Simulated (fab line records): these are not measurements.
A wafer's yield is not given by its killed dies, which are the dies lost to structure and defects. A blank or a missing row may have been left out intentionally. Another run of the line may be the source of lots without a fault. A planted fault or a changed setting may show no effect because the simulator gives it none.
Which of the tools did it? | flow sky130 | 33 wafers from 11 lots sampled at 5 of the route's 708 steps

WHAT EACH GAUGE READ, for each wafer
SKY_VT_ADJUST_HVTR_OVL_MEAS_08.
lot  | measured     | on         | VT_ADJUST_HVTR_OVL (nm)
L364 | day 9 10:21  | overlay-01 | 0.1 -1.3 1.1
L365 | day 9 17:01  | overlay-02 | 0.1 -1.6 -0.3
L367 | day 10 11:04 | overlay-02 | -0.8 -2.1 -0.4
L368 | day 10 15:56 | overlay-01 | 0.0 2.1 0.1
L369 | day 10 23:05 | overlay-02 | 0.0 0.1 -0.7
L370 | day 11 09:26 | overlay-01 | 2.9 1.3 3.0
L371 | day 11 16:29 | overlay-02 | 2.5 1.6 3.1
L372 | day 11 22:26 | overlay-02 | 0.1 2.1 0.9
L383 | day 15 06:03 | overlay-01 | 0.6 2.2 0.4
L384 | day 15 16:59 | overlay-01 | 1.6 -0.4 1.8
L386 | day 16 20:06 | overlay-01 | 0.5 0.5 0.6

SKY_POLY_GATE_THK_MEAS_04.
lot  | measured     | on            | POLY_GATE_CVD_03_THK (nm)
L364 | day 15 00:20 | film-metro-02 | 73.8 73.5 73.6
L365 | day 15 16:34 | film-metro-01 | 74.8 74.7 74.6
L367 | day 16 11:49 | film-metro-04 | 74.2 74.0 74.4
L368 | day 16 17:11 | film-metro-04 | 74.6 73.2 74.2
L369 | day 17 06:28 | film-metro-02 | 75.2 74.8 75.1
L370 | day 17 17:32 | film-metro-02 | 74.6 75.5 75.4
L371 | day 17 22:40 | film-metro-02 | 74.4 74.3 74.6
L372 | day 18 09:05 | film-metro-04 | 75.1 75.6 75.3
L383 | day 21 23:34 | film-metro-01 | 74.4 75.2 75.1
L384 | day 22 23:03 | film-metro-02 | 73.4 73.4 73.0
L386 | day 23 15:23 | film-metro-02 | 74.9 75.3 74.9

SKY_POLY_GATE_THK_MEAS_21.
lot  | measured     | on            | POLY_GATE_OXIDATION_THK (nm)
L364 | day 16 05:08 | film-metro-02 | 4.06 4.08 4.09
L365 | day 16 21:56 | film-metro-02 | 4.12 4.06 4.12
L367 | day 17 20:44 | film-metro-02 | 3.96 3.99 3.86
L368 | day 18 00:59 | film-metro-02 | 4.00 3.90 3.94
L369 | day 18 14:53 | film-metro-01 | 4.06 3.91 3.99
L370 | day 19 02:52 | film-metro-01 | 4.07 4.05 3.97
L371 | day 19 07:19 | film-metro-04 | 3.97 4.00 4.04
L372 | day 19 17:29 | film-metro-01 | 3.91 4.01 3.87
L383 | day 23 07:43 | film-metro-01 | 5.40 5.36 5.39 5.41 5.34 5.41
L384 | day 24 06:50 | film-metro-02 | 5.45 5.36 5.39 5.43 5.38 5.40
L386 | day 24 22:19 | film-metro-01 | 4.09 3.89 3.90

SKY_LDD_P_CD_MEAS_07: target cd 380 nm.
lot  | measured     | on        | cd-nm (nm)
L364 | day 18 15:44 | cd-sem-01 | 381.0 381.8 385.4
L365 | day 19 11:32 | cd-sem-01 | 381.2 379.2 380.2
L367 | day 20 10:10 | cd-sem-01 | 382.0 380.9 379.9
L368 | day 20 14:40 | cd-sem-01 | 378.9 378.0 379.0
L369 | day 21 04:43 | cd-sem-01 | 383.7 383.3 382.4
L370 | day 21 17:04 | cd-sem-01 | 382.6 380.6 381.7
L371 | day 21 21:38 | cd-sem-01 | 375.4 378.9 377.7
L372 | day 22 07:44 | cd-sem-01 | 376.8 379.7 378.0
L383 | day 25 20:04 | cd-sem-02 | 380.0 376.7 377.5
L384 | day 26 18:44 | cd-sem-01 | 375.9 374.8 377.0
L386 | day 27 09:26 | cd-sem-01 | 381.7 378.9 380.5

TOOL THAT RAN EACH LOT (tool first, then ch and the chambers of the sampled wafers, then the start)
lot  | SKY_POLY_GATE_OXIDATION_20
L364 | furnace-02 ch 0, day 16 03:53
L365 | furnace-02 ch 0, day 16 20:41
L367 | furnace-01 ch 0, day 17 19:27
L368 | furnace-01 ch 0, day 17 23:44
L369 | furnace-02 ch 0, day 18 13:38
L370 | furnace-01 ch 0, day 19 01:37
L371 | furnace-01 ch 0, day 19 06:04
L372 | furnace-01 ch 0, day 19 16:14
L383 | furnace-01 ch 0, day 23 06:28
L384 | furnace-01 ch 0, day 24 05:35
L386 | furnace-02 ch 0, day 24 21:04
- SKY_POLY_GATE_OXIDATION_20: stabilise 600 s, purge 300 s, target thk 4 nm.

WHAT THE TOOLS THEMSELVES READ (means of the sampled wafers that have a number; where no wafer has one, the mark that the record gives instead)
SKY_POLY_GATE_OXIDATION_20.
lot  | tool       | spike-tc-bottom-C (C) | spike-tc-centre-C (C) | spike-tc-lower-C (C) | spike-tc-top-C (C) | spike-tc-upper-C (C) | tube-center-temp-C (C) | tube_center_temp_C_max | zone-power-centre-pct (%) | zone-power-lower-pct (%) | zone-power-upper-pct (%)
L364 | furnace-02 | 869.0                 | 850.5                 | 849.8                | 866.3              | 850.2                | 850.06                 | 852.6                  | 15.81                     | 16.69                    | 15.16
L365 | furnace-02 | 869.4                 | 850.9                 | 851.0                | 865.7              | 850.5                | 849.99                 | 852.1                  | 15.96                     | 16.57                    | 15.10
L367 | furnace-01 | 867.8                 | 849.4                 | 850.0                | 863.7              | 850.3                | 850.06                 | 852.8                  | 16.27                     | 16.58                    | 15.51
L368 | furnace-01 | 867.9                 | 849.8                 | 849.8                | 862.8              | 850.2                | 850.00                 | 852.0                  | 16.31                     | 16.59                    | 15.42
L369 | furnace-02 | 869.4                 | 849.8                 | 850.2                | 866.7              | 850.1                | 849.96                 | 852.1                  | 15.86                     | 16.62                    | 15.09
L370 | furnace-01 | 868.3                 | 849.6                 | 850.3                | 863.2              | 850.0                | 850.04                 | 852.0                  | 16.23                     | 16.65                    | 15.52
L371 | furnace-01 | 867.4                 | 849.8                 | 849.4                | 864.6              | 850.6                | 849.95                 | 852.1                  | 16.44                     | 16.57                    | 15.60
L372 | furnace-01 | 867.6                 | 849.0                 | 848.7                | 863.2              | 850.7                | 850.07                 | 852.3                  | 16.36                     | 16.51                    | 15.51
L383 | furnace-01 | 891.8                 | 874.9                 | 874.5                | 886.9              | 873.7                | 874.38                 | 876.5                  | 17.25                     | 17.56                    | 16.34
L384 | furnace-01 | 891.2                 | 875.1                 | 874.3                | 888.0              | 875.3                | 874.38                 | 876.5                  | 17.19                     | 17.48                    | 16.41
L386 | furnace-02 | 868.2                 | 850.3                 | 850.4                | 866.9              | 851.1                | 849.97                 | 851.9                  | 15.83                     | 16.48                    | 15.20

THE ANSWER, worked out from the rows above alone
Rule: the lots themselves supply what counts as usual. The widest of any qualifying gaps counts: lots, ordered by their means at a reading, are off when they make up no more than a third of the lots, leave a main group of 4 or more, and stand apart from it by 3 or more times the standard deviation of that group's means. The tables above print the reading to a certain number of digits; a main group whose means all agree to those digits is not used. Also off: a lot with no number at a reading for which 4 or more lots have one. The other lots that the step has rows for count as sound. After the gauges, taken in route order, come the tools' own readings; for these a lot's mean is taken, as printed above. The first step at which some lot is off is used, and at that step the reading that is off furthest; a lot without a number counts as furthest.
Off: L383, L384, seen at SKY_POLY_GATE_THK_MEAS_21 (POLY_GATE_OXIDATION_THK). The main group: mean 4.00 nm, standard deviation 0.058.
If a tool, at a process step before that reading, ran all the lots that are off and no sound lot after the first of them, it fits. Not tried: the gauges at SKY_POLY_GATE_THK_MEAS_21; whatever is off there is also off at SKY_POLY_GATE_OXIDATION_20, on other tools, and gauge error can't account for it. One fits: SKY_POLY_GATE_OXIDATION_20 on furnace-01. A fault onset in the window from L372 (day 19 16:14, its last sound lot) to L383 (day 23 06:28, its first lot off) fits.
The tool's own readings at SKY_POLY_GATE_OXIDATION_20 bear it out: on the lots that are off they differ by more than 5 times the standard deviation of the sound lots' means. spike-tc-bottom-C reads 891.5 C there against 868.3 C on the sound lots; spike-tc-centre-C reads 875.0 C there against 849.9 C on the sound lots; spike-tc-lower-C reads 874.4 C there against 850.0 C on the sound lots; spike-tc-top-C reads 887.5 C there against 864.8 C on the sound lots; spike-tc-upper-C reads 874.5 C there against 850.4 C on the sound lots; tube-center-temp-C reads 874.38 C there against 850.01 C on the sound lots; tube_center_temp_C_max reads 876.5 there against 852.2 on the sound lots; zone-power-lower-pct reads 17.52 % there against 16.58 % on the sound lots; zone-power-upper-pct reads 16.38 % there against 15.35 % on the sound lots.

WHAT WAS PUT IN BY THE SIMULATOR
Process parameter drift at SKY_POLY_GATE_OXIDATION_20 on furnace-01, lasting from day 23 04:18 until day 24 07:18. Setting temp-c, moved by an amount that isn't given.
Lots struck among those shown: L383, L384. The rule above found the same.
